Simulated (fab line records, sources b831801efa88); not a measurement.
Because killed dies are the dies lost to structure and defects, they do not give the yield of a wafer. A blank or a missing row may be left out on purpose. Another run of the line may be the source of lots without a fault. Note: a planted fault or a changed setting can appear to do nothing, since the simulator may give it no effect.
Struck lot and sound lot, side by side / flow gf180mcu / 41 steps out of a route of 602
Sound: wafers L425.1, L425.2, L425.3. Struck: wafer L421.1 (left out: L421.4, L421.6 of the same lot, which were not struck); the cause appears at the end.
At each step with rows: each side's tool, then ch and its chambers, then its first start. Under that, the readings that differ: sound wafers / struck wafers / difference of the means / sigmas: that difference in standard deviations of wafers without a fault.
alike: a reading whose means differ by less than 2 such deviations, as well as words and numbers matching on both sides. not compared: withheld readings; readings where some wafer has no value; bounds like >300 that might hide an equal value; numbers whose values overlap and for which the record gives no deviation.
The two part at a step that has a row with sigmas, a row that says differs or no value, or rows on one side only. Numbers that don't overlap but have no deviation are shown without sigmas and don't part them. A reading that every wafer of one side lacks parts them only if that side has two wafers or more.

GF_V4_RS_MEAS_24: measures by four-point-probe.
  sound on film metro-03, day 29 11:17; struck on film metro-01, day 28 06:29
  alike: V4_W_RS
GF_V4_THK_MEAS_25: measures by xrf.
  sound on film metro-03, day 29 11:25; struck on film metro-01, day 28 06:36
reading=V4_W_THK (nm); sound=341 344 342; struck=354; difference=+12; sigmas=+2
GF_V4_CMP_26: polishes, stops on SiO2, t overpolish 15 s, target thk 0 nm.
  sound on cmp-02 ch 0,1,2, day 29 11:28; struck on cmp-02 ch 1, day 28 06:40
  alike: motor current A, overpolish run s, time to endpoint s
then, 5 steps without rows for these wafers: GF_MIM_SPUTTER_00 (material Ti, target thk 37.5 nm, time 150 s); GF_MIM_SPUTTER_01 (material TiN, target thk 30 nm, time 25 s); GF_MIM_SPUTTER_02 (material AlCu, target thk 450 nm, time 23.9 s); GF_MIM_SPUTTER_03 (material Ti, target thk 10 nm, time 6.7 s); GF_MIM_SPUTTER_04 (material TiN, target thk 50 nm, time 41.7 s).
GF_MIM_CVD_05: deposits Si3N4, target thk 42 nm, time 29.086 s.
  sound on pecvd-01 ch 0,1,2, day 29 11:59; struck on pecvd-04 ch 0, day 28 07:11
  alike: heater power w, susceptor temp C
GF_MIM_THK_MEAS_06:
  sound on film metro-02, day 29 12:01; struck on film metro-04, day 28 07:13
  alike: MIM_CVD_05_THK
GF_MIM_SPUTTER_07: material TiN, target thk 60 nm, time 50 s.
  sound on pvd sputter-02, day 29 12:05; struck on pvd sputter-04, day 28 07:16
  alike: throttle valve pct
then, 1 step without rows for these wafers: GF_MIM_SPUTTER_08 (material AlCu, target thk 200 nm, time 10.6 s).
GF_MIM_SPUTTER_09: material TiN, target thk 35 nm, time 29.2 s.
  sound on pvd sputter-02, day 29 12:09; struck on pvd sputter-04, day 28 07:20
reading=model.TiN_of_MIM_SPUTTER_09.thk nm (nm); sound=35.09 35.36 35.68; struck=28.17; difference=-7.21; sigmas=
  alike: throttle valve pct
GF_MIM_RS_MEAS_10: measures by four-point-probe.
  sound on film metro-04, day 29 12:11; struck on film metro-02, day 28 07:22
  alike: MIM_ALCU_RS
GF_MIM_THK_MEAS_11: measures by xrf.
  sound on film metro-04, day 29 12:18; struck on film metro-02, day 28 07:29
reading=MIM_ALCU_THK (nm); sound=203.0 199.6 201.4; struck=206.0; difference=+4.7; sigmas=+2
then, 8 steps without rows for these wafers: GF_MIM_DEHYDRATE_12 (time 60 s); GF_MIM_HMDS_13 (prime time 60 s); GF_MIM_COAT_14 (resist thk 1000 nm); GF_MIM_SOFTBAKE_15 (time 60 s); GF_MIM_EXPOSE_16 (exposes mask FuseTop, target cd 2000 nm); GF_MIM_PEB_17; GF_MIM_DEVELOP_18 (develop time 60 s); GF_MIM_METAL_ETCH_19 (etches the open film in Cl2/BCl3, stops on Si3N4, target depth 324.5 nm, time 54.1 s).
GF_MIM_STRIP_20: strips in O2/N2.
  sound on plasma asher-04 ch 0,1, day 30 05:54; struck on plasma asher-04 ch 0, day 29 02:50
  alike: drypump motor current A, heater power w, oes product au, strip time to endpoint s
  not compared: rf hours counter h
then, 9 steps without rows for these wafers: GF_MIM_STRIP_21 (strips in post etch residue remover, time 1200 s); GF_MIM_CLEAN_22 (cleans in DIW); GF_M5_DEHYDRATE_00 (time 60 s); GF_M5_HMDS_01 (prime time 60 s); GF_M5_COAT_02 (resist thk 1000 nm); GF_M5_SOFTBAKE_03 (time 60 s); GF_M5_EXPOSE_04 (exposes mask Metal5, target cd 280 nm); GF_M5_PEB_05 (peb time 90 s); GF_M5_DEVELOP_06 (develop time 60 s).
GF_M5_CD_MEAS_07 targets a cd of 280 nm.
  sound on cd sem-01, day 31 00:34; struck on cd sem-01, day 29 22:16
reading=cd nm (nm); sound=277.0 277.9 276.5; struck=281.7; difference=+4.6; sigmas=+4
GF_M5_OVL_MEAS_08:
  sound on overlay-02, day 31 00:41; struck on overlay-02, day 29 22:23
  alike: M5_OVL
GF_M5_ETCH_09: etches Si3N4 in CF4/O2, target depth 52 nm, time 11.6 s.
  sound on rie diel-03 ch 1,2,3, day 31 00:43; struck on rie diel-02 ch 3, day 29 22:25
reading=oes product au (a.u.); sound=1.011 1.019 1.011; struck=0.983; difference=-0.031; sigmas=-3
reading=rf hours counter h (h); sound=8 27 17; struck=36; difference=+19; sigmas=
  alike: drypump motor current A, throttle valve pct
then, 2 steps without rows for these wafers: GF_M5_METAL_ETCH_10 (etches the open film in Cl2/BCl3, stops on SiO2, target depth 750.8 nm, time 125.1 s); GF_M5_STRIP_11 (strips in O2/N2).
GF_M5_STRIP_12: strips in post etch residue remover, time 1200 s.
  sound on wet bench-04 ch 1, day 31 00:59; struck on wet bench-04 ch 0, day 29 22:41
reading=model.TiN_of_MIM_SPUTTER_09.thk nm (nm); sound=34.25 34.52 34.84; struck=27.32; difference=-7.22; sigmas=
then, 1 step without rows for these wafers: GF_M5_CLEAN_13 (cleans in DIW).
GF_PASSIVATION_PROBE_99:
  rows exist in the record for the sound wafers here (prober-02, day 33 08:55), none for the struck ones

WHERE THEY PART
First at GF_V4_THK_MEAS_25; last, within this record, at GF_PASSIVATION_PROBE_99.

WHY: whatever the simulator had introduced
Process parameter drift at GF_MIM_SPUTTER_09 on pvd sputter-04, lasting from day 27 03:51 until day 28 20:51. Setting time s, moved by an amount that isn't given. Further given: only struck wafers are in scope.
